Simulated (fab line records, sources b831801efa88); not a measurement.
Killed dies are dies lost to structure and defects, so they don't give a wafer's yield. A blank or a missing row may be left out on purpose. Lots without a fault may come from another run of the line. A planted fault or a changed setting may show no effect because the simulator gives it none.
fab line records | flow gf180mcu
record lots=24 wafers=72 last_day=34
route steps=602 shown CONTACT@289 M1@329 M2@363 V4@501 MIM@512
lots that met no fault: from a run of the same line without faults
start_h: hours from the record's first day to the start of the lot's first wafer shown | wait_h: hours since the lot's step before | " the same as in the row above | L1.1+2: a row that stands for several wafers | - no value, or no start given | * or withheld: withheld | < > ~ a bound
route shown NAME@n: a module of which the file shows steps, and the number in the route of the first | usual: mean/standard deviation of fault-free wafers | same: alike in all rows | chamber/n: place in a boat | sites: the reading at each site | _std_site: their standard deviation | _edge_site: outer sites' mean less inner sites' | radius_mm: how far each site lies from the wafer's centre | mask NAME#n: copy n | behind: the tool/chamber that last shaped the wafer | hold: why the lot was held/for how many hours/how that ended | device: the transistor (n, p or np) that didn't switch | end of line: the same wafers' tests at the end of the route | a step without rows: its recipe alone | killed: dies lost to structure and defects at the first sort, not the wafer's yield | map: a wafer's dies, x killed, . not, _ none there
set.NAME: the setting as run; set.NAME@STEP: as run at that earlier step | model.NAME: the simulator's own value behind a step, which no gauge read
steps of the route over a sample of lots; a table a step, a row a wafer
services: from which hour (start_h, from the record's first day; less than 0 if before it) a tool's chamber was out of use, for how many hours, and why
## steps
# step GF_CONTACT_CVD_02
# recipe material=SiO2 target_thk_nm=860 precursor=TEOS temp_c=400 time_s=95.992 rf_w=600
# usual heater_power_w=652/91 rf_fwd_power_W=596.3/2.2
# columns lot.wafer tool chamber start_h wait_h heater_power_w rf_fwd_power_W
L074.1 pecvd-04 2 334.61 0.1 694 595.6
L074.4 " 2 " " 764 595.0
L074.6 " 0 " " 745 594.3
L075.1 pecvd-04 0 343.36 0.1 752 593.4
L075.2 " 2 " " 714 595.8
L075.5 " 2 " " 741 599.1
L076.1 pecvd-03 2 349.82 0.1 610 597.8
L076.5 " 2 " " 656 597.4
L076.6 " 1 " " 783 594.7
L077.1 pecvd-03 0 368.45 0.1 522 595.8
L077.2 " 1 " " 749 594.0
L077.6 " 1 " " 675 591.7
L078.2 pecvd-01 1 375.86 0.0 631 595.2
L078.4 " 0 " " 568 596.7
L078.6 " 2 " " 798 598.9
L079.1 pecvd-04 0 385.65 0.1 757 596.4
L079.5 " 0 " " 808 593.3
L079.6 " 2 " " 590 594.6
L080.3 pecvd-03 2 390.81 0.0 673 599.1
L080.4 " 1 " " 696 597.2
L080.6 " 2 " " 698 594.9
L081.2 pecvd-03 0 393.90 0.0 477 599.2
L081.3 " 2 " " 616 595.9
L081.4 " 1 " " 740 593.6
L082.3 pecvd-04 0 415.16 0.0 739 592.0
L082.5 " 1 " " 583 598.3
L082.6 " 2 " " 722 594.0
L083.1 pecvd-03 1 415.95 0.1 684 597.3
L083.3 " 2 " " 628 595.8
L083.5 " 0 " " 575 597.6
L084.1 pecvd-04 2 425.16 0.1 729 597.8
L084.3 " 0 " " 674 597.0
L084.4 " 2 " " 589 594.4
L085.1 pecvd-04 0 433.50 0.1 765 594.2
L085.5 " 2 " " 713 591.8
L085.6 " 1 " " 581 601.0
L086.1 pecvd-03 0 445.23 0.1 545 597.8
L086.2 " 2 " " 677 597.2
L086.5 " 0 " " 568 596.4
L087.3 pecvd-04 0 457.61 0.0 811 598.5
L087.4 " 0 " " 838 597.5
L087.5 " 1 " " 589 599.0
L088.1 pecvd-01 0 476.04 0.1 706 597.6
L088.2 " 2 " " 706 597.6
L088.6 " 0 " " 568 596.5
L089.1 pecvd-03 0 480.22 0.1 514 597.1
L089.4 " 1 " " 625 591.2
L089.5 " 2 " " 693 597.3
L090.2 pecvd-01 2 484.44 0.0 758 600.2
L090.3 " 1 " " 609 595.7
L090.4 " 2 " " 639 597.5
L091.2 pecvd-01 2 493.72 0.0 752 597.6
L091.3 " 1 " " 587 592.8
L091.5 " 0 " " 698 595.6
L092.2 pecvd-03 1 504.39 0.0 791 596.2
L092.4 " 1 " " 617 595.7
L092.6 " 0 " " 533 598.7
L093.1 pecvd-04 2 505.93 0.1 655 597.1
L093.2 " 0 " " 669 595.7
L093.4 " 1 " " 476 598.0
L094.1 pecvd-03 2 514.90 0.1 698 596.6
L094.3 " 0 " " 544 598.3
L094.5 " 0 " " 558 599.5
L095.1 pecvd-01 0 521.40 0.1 686 595.3
L095.3 " 1 " " 621 593.4
L095.6 " 1 " " 682 592.7
L096.1 pecvd-04 2 526.06 0.1 592 597.7
L096.2 " 1 " " 540 595.7
L096.5 " 2 " " 668 594.9
L097.1 pecvd-01 0 535.44 0.1 695 597.5
L097.2 " 1 " " 542 600.6
L097.6 " 2 " " 707 600.7
# step GF_M1_CD_MEAS_14
# recipe target_cd_nm=230
# usual cd_nm=230.6/1
# columns lot.wafer tool chamber start_h wait_h cd_nm
L074.1 cd_sem-01 - 380.68 0.1 229.1
L074.4 " - " " 229.1
L074.6 " - " " 230.9
L075.1 cd_sem-01 - 388.86 0.1 230.9
L075.2 " - " " 230.1
L075.5 " - " " 229.8
L076.1 cd_sem-02 - 397.18 0.1 230.1
L076.5 " - " " 229.5
L076.6 " - " " 229.1
L077.1 cd_sem-01 - 417.46 0.1 231.1
L077.2 " - " " 230.7
L077.6 " - " " 229.8
L078.2 cd_sem-01 - 424.70 0.1 232.6
L078.4 " - " " 231.8
L078.6 " - " " 231.5
L079.1 cd_sem-02 - 435.41 0.1 230.5
L079.5 " - " " 231.6
L079.6 " - " " 231.0
L080.3 cd_sem-02 - 441.22 0.1 228.8
L080.4 " - " " 229.5
L080.6 " - " " 228.6
L081.2 cd_sem-02 - 443.70 0.1 230.5
L081.3 " - " " 229.8
L081.4 " - " " 230.0
L082.3 cd_sem-02 - 464.85 0.1 231.0
L082.5 " - " " 231.0
L082.6 " - " " 231.0
L083.1 cd_sem-01 - 467.03 0.1 232.2
L083.3 " - " " 231.4
L083.5 " - " " 231.4
L084.1 cd_sem-02 - 474.66 0.1 229.8
L084.3 " - " " 231.0
L084.4 " - " " 231.7
L085.1 cd_sem-02 - 483.78 0.1 230.9
L085.5 " - " " 230.2
L085.6 " - " " 232.1
L086.1 cd_sem-01 - 494.56 0.1 230.2
L086.2 " - " " 231.1
L086.5 " - " " 229.9
L087.3 cd_sem-01 - 507.17 0.1 229.6
L087.4 " - " " 229.5
L087.5 " - " " 230.4
L088.1 cd_sem-01 - 525.28 0.1 231.3
L088.2 " - " " 230.3
L088.6 " - " " 230.7
L089.1 cd_sem-01 - 528.68 0.1 230.9
L089.4 " - " " 230.8
L089.5 " - " " 230.9
L090.2 cd_sem-01 - 533.65 0.1 231.2
L090.3 " - " " 232.1
L090.4 " - " " 231.5
L091.2 cd_sem-02 - 541.60 0.1 229.9
L091.3 " - " " 230.7
L091.5 " - " " 229.2
L092.2 cd_sem-02 - 551.95 0.1 231.2
L092.4 " - " " 231.6
L092.6 " - " " 231.0
L093.1 cd_sem-02 - 553.64 0.2 232.4
L093.2 " - " " 232.7
L093.4 " - " " 232.5
L094.1 cd_sem-02 - 562.83 0.1 232.3
L094.3 " - " " 232.4
L094.5 " - " " 231.5
L095.1 cd_sem-02 - 569.29 0.2 231.1
L095.3 " - " " 232.1
L095.6 " - " " 232.9
L096.1 cd_sem-02 - 572.91 0.1 229.9
L096.2 " - " " 231.7
L096.5 " - " " 229.2
L097.1 cd_sem-02 - 582.53 0.3 228.9
L097.2 " - " " 229.8
L097.6 " - " " 229.5
# step GF_M1_METAL_ETCH_16
# recipe chemistry=Cl2/BCl3 mask_material=KrF target_depth_nm=627.5 stop_on=SiO2 pressure_mtorr=8 icp_w=800 bias_w=140 Cl2_flow_sccm=80 bcl3_flow_sccm=40 time_s=104.6
# usual chamber_pressure_mTorr=8.000/0.0066 drypump_motor_current_A=5.61/0.28 oes_product_au=0.973/0.0071 rf_fwd_power_W=795/3 throttle_valve_pct=28.250/0.011
# columns lot.wafer tool chamber start_h wait_h chamber_pressure_mTorr drypump_motor_current_A oes_product_au rf_fwd_power_W rf_hours_counter_h throttle_valve_pct
L074.1 rie_metal-03 0 380.84 0.0 7.990 5.33 0.964 799 0.8 28.271
L074.4 " 1 " " 8.006 5.12 0.972 797 - 28.255
L074.6 " 1 " " 7.989 5.13 0.966 794 - 28.258
L075.1 rie_metal-02 0 389.02 0.0 7.986 6.10 0.982 796 2.7 28.245
L075.2 " 1 " " 8.006 5.79 0.972 796 2.2 28.235
L075.5 " 0 " " 8.007 6.07 0.983 796 - 28.260
L076.1 rie_metal-01 1 397.34 0.0 8.002 5.47 0.979 795 9.3 28.257
L076.5 " 1 " " 8.005 5.49 0.972 799 - 28.242
L076.6 " 0 " " 7.996 5.86 0.967 794 - 28.238
L077.1 rie_metal-01 0 417.62 0.0 7.999 5.87 0.979 798 5.7 28.255
L077.2 " 1 " " 8.001 5.46 0.971 801 9.8 28.254
L077.6 " 1 " " 8.009 5.47 0.973 798 - 28.261
L078.2 rie_metal-01 0 424.84 0.0 7.999 5.86 0.971 790 5.8 28.259
L078.4 " 0 " " 8.007 5.89 0.969 790 - 28.251
L078.6 " 0 " " 8.004 5.88 0.972 789 - 28.243
L079.1 rie_metal-01 0 435.57 0.0 8.002 5.84 0.968 793 6.1 28.248
L079.5 " 1 " " 8.010 5.50 0.974 794 - 28.256
L079.6 " 0 " " 8.002 5.85 0.972 791 - 28.247
L080.3 rie_metal-01 0 441.38 0.1 7.988 5.89 0.972 791 - 28.230
L080.4 " 1 " " 7.989 5.50 0.978 794 - 28.235
L080.6 " 0 " " 7.991 5.87 0.975 792 - 28.253
L081.2 rie_metal-03 0 443.87 0.1 7.995 5.35 0.975 794 - 28.256
L081.3 " 0 " " 7.990 5.37 0.964 797 - 28.270
L081.4 " 0 " " 7.996 5.35 0.974 797 - 28.244
L082.3 rie_metal-02 0 465.01 0.1 8.009 6.10 0.973 801 - 28.249
L082.5 " 0 " " 8.008 6.08 0.982 795 - 28.237
L082.6 " 1 " " 7.994 5.78 0.966 797 - 28.261
L083.1 rie_metal-03 0 467.18 0.0 8.005 5.35 0.966 799 3.2 28.259
L083.3 " 0 " " 7.998 5.35 0.974 797 - 28.235
L083.5 " 0 " " 7.994 5.35 0.973 798 - 28.248
L084.1 rie_metal-01 1 474.82 0.0 7.999 5.45 0.969 797 10.7 28.258
L084.3 " 1 " " 8.012 5.46 0.968 795 - 28.257
L084.4 " 0 " " 8.001 5.87 0.950 794 - 28.258
L085.1 rie_metal-02 0 483.93 0.0 7.987 6.13 0.983 794 4.7 28.241
L085.5 " 0 " " 7.999 6.09 0.981 797 - 28.241
L085.6 " 1 " " 7.992 5.79 0.986 794 - 28.256
L086.1 rie_metal-03 0 494.72 0.0 8.000 5.36 0.959 798 4.6 28.275
L086.2 " 0 " " 8.001 5.36 0.969 798 - 28.256
L086.5 " 0 " " 7.996 5.36 0.963 799 - 28.256
L087.3 rie_metal-03 0 507.36 0.1 7.989 5.37 0.974 794 - 28.251
L087.4 " 0 " " 8.000 5.33 0.966 793 - 28.250
L087.5 " 0 " " 8.006 5.35 0.959 795 - 28.270
L088.1 rie_metal-03 0 525.43 0.0 7.991 5.34 0.969 796 6.1 28.256
L088.2 " 0 " " 8.003 5.36 0.971 802 - 28.248
L088.6 " 0 " " 8.013 5.37 0.978 796 - 28.250
L089.1 rie_metal-03 0 528.83 0.0 7.998 5.34 0.975 798 6.4 28.257
L089.4 " 0 " " 7.997 5.33 0.973 799 - 28.251
L089.5 " 0 " " 8.000 5.35 0.961 796 - 28.279
L090.2 rie_metal-01 0 533.83 0.1 8.006 5.88 0.964 793 - 28.249
L090.3 " 0 " " 8.020 5.87 0.967 790 - 28.250
L090.4 " 0 " " 8.009 5.86 0.974 791 - 28.245
L091.2 rie_metal-01 0 541.73 0.0 7.998 5.86 0.966 792 9.2 28.254
L091.3 " 0 " " 8.000 5.85 0.969 792 - 28.246
L091.5 " 0 " " 8.000 5.86 0.964 794 - 28.252
L092.2 rie_metal-02 0 552.08 0.0 7.998 6.08 0.963 802 6.3 28.248
L092.4 " 0 " " 7.996 6.07 0.973 795 - 28.245
L092.6 " 0 " " 8.005 6.09 0.972 796 - 28.255
L093.1 rie_metal-03 0 553.80 0.0 8.004 5.34 0.984 797 7.5 28.239
L093.2 " 0 " " 7.996 5.35 0.991 800 - 28.232
L093.4 " 0 " " 8.014 5.32 0.964 797 - 28.262
L094.1 rie_metal-03 0 562.99 0.0 7.991 5.36 0.963 796 7.8 28.266
L094.3 " 0 " " 7.995 5.37 0.972 798 - 28.250
L094.5 " 0 " " 7.989 5.35 0.980 798 - 28.262
L095.1 rie_metal-01 0 569.44 0.0 7.996 5.85 0.976 791 10.2 28.248
L095.3 " 1 " " 7.992 5.46 0.983 794 - 28.247
L095.6 " 0 " " 7.995 5.88 0.977 790 - 28.262
L096.1 rie_metal-01 1 573.07 0.0 7.997 5.47 0.977 795 1.1 28.255
L096.2 " 0 " " 8.001 5.86 0.987 793 10.3 28.216
L096.5 " 0 " " 8.001 5.87 0.978 793 - 28.239
L097.1 rie_metal-02 0 582.68 0.0 8.003 6.13 0.972 796 6.8 28.258
L097.2 " 1 " " 8.002 5.80 0.971 794 5.9 28.250
L097.6 " 1 " " 7.988 5.80 0.974 797 - 28.245
# step GF_M2_SPUTTER_01
# recipe material=TiN target_thk_nm=30 power_w=6500 time_s=25 chamber_pressure_pa=0.4
# usual throttle_valve_pct=30.4/0.64
# columns lot.wafer tool chamber start_h wait_h throttle_valve_pct
L074.1 pvd_sputter-01 - 407.77 0.1 31.6
L074.4 " - " " 30.9
L074.6 " - " " 30.4
L075.1 pvd_sputter-03 - 415.52 0.1 30.1
L075.2 " - " " 30.0
L075.5 " - " " 30.9
L076.1 pvd_sputter-03 - 423.39 0.1 31.0
L076.5 " - " " 30.0
L076.6 " - " " 31.1
L077.1 pvd_sputter-03 - 444.51 0.1 30.3
L077.2 " - " " 29.7
L077.6 " - " " 31.3
L078.2 pvd_sputter-01 - 452.09 0.1 31.8
L078.4 " - " " 30.8
L078.6 " - " " 30.5
L079.1 pvd_sputter-03 - 462.84 0.1 30.0
L079.5 " - " " 30.3
L079.6 " - " " 31.1
L080.3 pvd_sputter-02 - 468.94 0.1 29.7
L080.4 " - " " 30.0
L080.6 " - " " 30.6
L081.2 pvd_sputter-01 - 471.08 0.1 30.5
L081.3 " - " " 29.9
L081.4 " - " " 31.7
L082.3 pvd_sputter-01 - 491.73 0.1 30.0
L082.5 " - " " 31.8
L082.6 " - " " 29.5
L083.1 pvd_sputter-02 - 493.80 0.1 29.5
L083.3 " - " " 30.0
L083.5 " - " " 30.9
L084.1 pvd_sputter-02 - 501.25 0.1 30.0
L084.3 " - " " 30.9
L084.4 " - " " 30.2
L085.1 pvd_sputter-02 - 511.08 0.1 30.4
L085.5 " - " " 29.8
L085.6 " - " " 30.1
L086.1 pvd_sputter-02 - 521.31 0.1 30.9
L086.2 " - " " 29.9
L086.5 " - " " 29.9
L087.3 pvd_sputter-02 - 532.93 0.1 30.6
L087.4 " - " " 29.9
L087.5 " - " " 29.6
L088.1 pvd_sputter-02 - 551.17 0.1 30.6
L088.2 " - " " 30.5
L088.6 " - " " 30.0
L089.1 pvd_sputter-02 - 554.11 0.1 29.6
L089.4 " - " " 30.2
L089.5 " - " " 30.4
L090.2 pvd_sputter-03 - 559.21 0.1 29.6
L090.3 " - " " 31.0
L090.4 " - " " 30.0
L091.2 pvd_sputter-01 - 567.31 0.1 29.8
L091.3 " - " " 31.7
L091.5 " - " " 31.7
L092.2 pvd_sputter-01 - 577.82 0.1 30.4
L092.4 " - " " 31.3
L092.6 " - " " 30.6
L093.1 pvd_sputter-02 - 579.18 0.1 30.2
L093.2 " - " " 29.5
L093.4 " - " " 30.4
L094.1 pvd_sputter-01 - 587.97 0.1 30.1
L094.3 " - " " 30.4
L094.5 " - " " 29.8
L095.1 pvd_sputter-03 - 594.28 0.1 30.0
L095.3 " - " " 30.0
L095.6 " - " " 30.1
L096.1 pvd_sputter-03 - 597.90 0.1 29.9
L096.2 " - " " 30.0
L096.5 " - " " 30.2
L097.1 pvd_sputter-02 - 606.71 0.1 29.5
L097.2 " - " " 30.5
L097.6 " - " " 29.5
# step GF_V4_THK_MEAS_25
# recipe thk_meas_gauge=xrf reads=W_of_V4_CVD_23
# usual V4_W_THK=350/7.3
# columns lot.wafer tool chamber start_h wait_h V4_W_THK[nm]
L074.1 film_metro-04 - 557.73 0.1 339
L074.4 " - " " 336
L074.6 " - " " 342
L075.1 film_metro-04 - 565.78 0.1 347
L075.2 " - " " 346
L075.5 " - " " 344
L076.1 film_metro-02 - 573.48 0.1 342
L076.5 " - " " 345
L076.6 " - " " 360
L077.1 film_metro-03 - 591.51 0.1 342
L077.2 " - " " 344
L077.6 " - " " 342
L078.2 film_metro-03 - 599.08 0.1 339
L078.4 " - " " 338
L078.6 " - " " 353
L079.1 film_metro-03 - 607.39 0.1 341
L079.5 " - " " 342
L079.6 " - " " 344
L080.3 film_metro-02 - 613.95 0.1 347
L080.4 " - " " 348
L080.6 " - " " 344
L081.2 film_metro-02 - 614.90 0.1 361
L081.3 " - " " 341
L081.4 " - " " 368
L082.3 film_metro-04 - 631.65 0.1 346
L082.5 " - " " 352
L082.6 " - " " 348
L083.1 film_metro-02 - 632.91 0.1 354
L083.3 " - " " 350
L083.5 " - " " 354
L084.1 film_metro-04 - 640.28 0.1 352
L084.3 " - " " 372
L084.4 " - " " 351
L085.1 film_metro-03 - 649.66 0.1 357
L085.5 " - " " 351
L085.6 " - " " 354
L086.1 film_metro-02 - 657.93 0.1 340
L086.2 " - " " 366
L086.5 " - " " 361
L087.3 film_metro-03 - 668.11 0.1 356
L087.4 " - " " 354
L087.5 " - " " 352
L088.1 film_metro-02 - 683.94 0.1 349
L088.2 " - " " 355
L088.6 " - " " 349
L089.1 film_metro-02 - 684.88 0.1 352
L089.4 " - " " 346
L089.5 " - " " 346
L090.2 film_metro-02 - 689.95 0.1 351
L090.3 " - " " 349
L090.4 " - " " 349
L091.2 film_metro-03 - 695.64 0.1 351
L091.3 " - " " 353
L091.5 " - " " 350
L092.2 film_metro-04 - 707.28 0.1 351
L092.4 " - " " 353
L092.6 " - " " 350
L093.1 film_metro-03 - 708.23 0.1 344
L093.2 " - " " 347
L093.4 " - " " 347
L094.1 film_metro-04 - 714.72 0.1 350
L094.3 " - " " 354
L094.5 " - " " 352
L095.1 film_metro-04 - 719.50 0.1 349
L095.3 " - " " 352
L095.6 " - " " 352
L096.1 film_metro-02 - 722.25 0.1 355
L096.2 " - " " 353
L096.5 " - " " 352
L097.1 film_metro-02 - 729.38 0.1 350
L097.2 " - " " 348
L097.6 " - " " 351
# step GF_MIM_SPUTTER_09
# recipe material=TiN target_thk_nm=35 power_w=6589 time_s=29.2 chamber_pressure_pa=0.4
# usual throttle_valve_pct=30.0/0.88
# columns lot.wafer tool chamber start_h wait_h throttle_valve_pct
L074.1 pvd_sputter-01 - 558.47 0.0 31.6
L074.4 " - " " 31.0
L074.6 " - " " 30.9
L075.1 pvd_sputter-04 - 566.52 0.0 28.6
L075.2 " - " " 29.6
L075.5 " - " " 29.5
L076.1 pvd_sputter-01 - 574.23 0.0 31.1
L076.5 " - " " 29.9
L076.6 " - " " 31.8
L077.1 pvd_sputter-03 - 592.25 0.0 31.1
L077.2 " - " " 30.5
L077.6 " - " " 30.8
L078.2 pvd_sputter-01 - 599.81 0.0 29.9
L078.4 " - " " 31.8
L078.6 " - " " 31.2
L079.1 pvd_sputter-04 - 608.13 0.0 30.5
L079.5 " - " " 29.7
L079.6 " - " " 28.6
L080.3 pvd_sputter-01 - 614.67 0.0 29.6
L080.4 " - " " 31.7
L080.6 " - " " 29.9
L081.2 pvd_sputter-04 - 615.63 0.0 29.7
L081.3 " - " " 28.3
L081.4 " - " " 29.8
L082.3 pvd_sputter-01 - 632.37 0.0 29.6
L082.5 " - " " 31.7
L082.6 " - " " 29.7
L083.1 pvd_sputter-04 - 633.65 0.0 29.4
L083.3 " - " " 30.6
L083.5 " - " " 28.6
L084.1 pvd_sputter-03 - 641.02 0.0 30.1
L084.3 " - " " 29.8
L084.4 " - " " 31.3
L085.1 pvd_sputter-03 - 650.42 0.0 29.7
L085.5 " - " " 31.1
L085.6 " - " " 29.8
L086.1 pvd_sputter-04 - 658.67 0.0 29.7
L086.2 " - " " 29.6
L086.5 " - " " 30.5
L087.3 pvd_sputter-04 - 668.83 0.0 30.5
L087.4 " - " " 29.5
L087.5 " - " " 28.3
L088.1 pvd_sputter-03 - 684.68 0.0 29.7
L088.2 " - " " 30.3
L088.6 " - " " 29.8
L089.1 pvd_sputter-01 - 685.62 0.0 30.5
L089.4 " - " " 31.2
L089.5 " - " " 31.7
L090.2 pvd_sputter-03 - 690.87 0.0 29.9
L090.3 " - " " 30.1
L090.4 " - " " 29.5
L091.2 pvd_sputter-01 - 696.52 0.0 29.8
L091.3 " - " " 31.4
L091.5 " - " " 30.5
L092.2 pvd_sputter-04 - 708.01 0.0 29.7
L092.4 " - " " 28.7
L092.6 " - " " 29.9
L093.1 pvd_sputter-04 - 708.97 0.0 28.4
L093.2 " - " " 29.6
L093.4 " - " " 29.5
L094.1 pvd_sputter-04 - 715.46 0.0 29.4
L094.3 " - " " 30.4
L094.5 " - " " 29.6
L095.1 pvd_sputter-04 - 720.24 0.0 30.5
L095.3 " - " " 28.6
L095.6 " - " " 29.4
L096.1 pvd_sputter-04 - 722.99 0.0 30.5
L096.2 " - " " 28.8
L096.5 " - " " 29.8
L097.1 pvd_sputter-04 - 730.13 0.0 29.4
L097.2 " - " " 28.2
L097.6 " - " " 30.6
## services
# columns tool chamber start_h hours kind
pvd_sputter-02 - 313.33 2.6 repair
pvd_sputter-01 - 318.11 2.5 repair
pecvd-03 - 338.13 0.7 repair
rie_metal-02 - 338.95 2.8 pm
pecvd-01 0 367.27 6.1 repair
pecvd-03 2 367.51 3.7 repair
rie_metal-03 - 370.99 2.8 pm
pvd_sputter-02 - 371.96 4.2 repair
pecvd-01 - 404.98 2.3 repair
pecvd-01 - 410.16 1.0 repair
pecvd-01 - 429.76 28.1 pm
rie_metal-03 1 430.69 158.1 repair
rie_metal-01 1 442.08 20.6 repair
pecvd-04 2 462.65 4.3 repair
pvd_sputter-03 - 556.92 0.9 repair
pecvd-03 2 557.10 2.1 repair
pecvd-03 - 591.12 14.0 pm
rie_metal-03 0 620.15 7.9 repair
rie_metal-01 1 644.12 10.4 repair
pecvd-03 1 649.04 6.4 repair
pvd_sputter-03 - 710.62 2.9 repair
pvd_sputter-03 - 719.86 1.3 repair
pecvd-01 - 728.50 1.3 repair
rie_metal-03 0 728.76 56.1 repair
## key
fault none
